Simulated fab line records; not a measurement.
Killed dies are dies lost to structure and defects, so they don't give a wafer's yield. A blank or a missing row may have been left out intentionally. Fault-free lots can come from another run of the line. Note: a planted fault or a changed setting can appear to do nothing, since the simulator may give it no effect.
Code-filled problem report in 8D (eight disciplines) form + flow sfq-line + the parts of the form that need people (team, actions taken, sign-off) are left out

## 1. WHAT WENT WRONG
Mean of exposure-dose-mJ-cm2 at SFQ_TRILAYER_JJ_CE_LITHO_EXPOSE_115: 14.671 across 12 wafers in 4 lots; on wafers with no fault it is 14.401 (standard deviation 0.014). Relative to the usual mean, that is a shift of +19 standard deviations.
The step: exposes mask J5, target cd 700 nm.
First observed at day 53 03:08: wafer L307.1, on krf-scanner-02. The record has a number at this step for 48 wafers belonging to 16 lots. Rule for "out", or "out of limits": more than 4 standard deviations from the usual mean. The other wafers with a number count as sound.

## 2. WHAT THIS IS AND IS NOT
| question                    | is                     | is not                                                                                             |
|-----------------------------|------------------------|----------------------------------------------------------------------------------------------------|
| which readings at this step | exposure-dose-mJ-cm2   | -                                                                                                  |
| which lots                  | L307, L308, L309, L310 | L301, L302, L303, L304, L305, L306, L313, L318, L319, L321, L322, L323                             |
| which wafers of those lots  | all that have a number | -                                                                                                  |
| read on which tools         | krf-scanner-02         | krf-scanner-01                                                                                     |
| when                        | from day 53 03:08      | up to then (18 sound wafers); but 18 sound wafers of L313, L318, L319, L321, L322, L323 came after |

## 3. THE SUSPECTS, EACH WITH WHAT RULES IT OUT
Counting: any tool at a process step up to the reading is kept as a suspect provided that every lot that is out went through it and no sound lot did after the first of them.
- krf-scanner-02 at SFQ_TRILAYER_JJ_CE_LITHO_EXPOSE_115 (exposes mask J5, target cd 700 nm): kept. It processed each lot that is out, first L307 at day 53 03:08, and no sound lot thereafter; up to then, the last sound lot it processed was L306 at day 53 02:08. Its own exposure-dose-mJ-cm2 readings are out on those wafers.
Left after counting: krf-scanner-02 at SFQ_TRILAYER_JJ_CE_LITHO_EXPOSE_115.

## 4. THE CAUSE (what the simulator had put in)
Process parameters drifting: krf-scanner-02 at SFQ_TRILAYER_JJ_CE_LITHO_EXPOSE_115, beginning at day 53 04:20. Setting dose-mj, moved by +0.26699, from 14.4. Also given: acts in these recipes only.
After counting, this tool was the only one left.

## 5. SEQUENCE OF EFFECTS, ordered by route
One row per reading whose mean, taken over the struck wafers that have a number, lies over 3 standard deviations from the usual. Only readings whose record carries a usual standard deviation are examined. hours: median over the lots of the time between each lot's start at the first step of this table that gives one and its start at this step. sigmas: the change, counted in usual standard deviations.
| hours | step                                | reading              | usual  | on struck wafers | change | sigmas |
|-------|-------------------------------------|----------------------|--------|------------------|--------|--------|
| 0     | SFQ_TRILAYER_JJ_CE_LITHO_EXPOSE_115 | exposure-dose-mJ-cm2 | 14.401 | 14.671           | +0.270 | +19    |
Its process steps:
- SFQ_TRILAYER_JJ_CE_LITHO_EXPOSE_115: exposes mask J5, target cd 700 nm.

## 6. WHAT WOULD HAVE CAUGHT IT SOONER
In this record the first reading out of limits was taken at day 53 03:08.
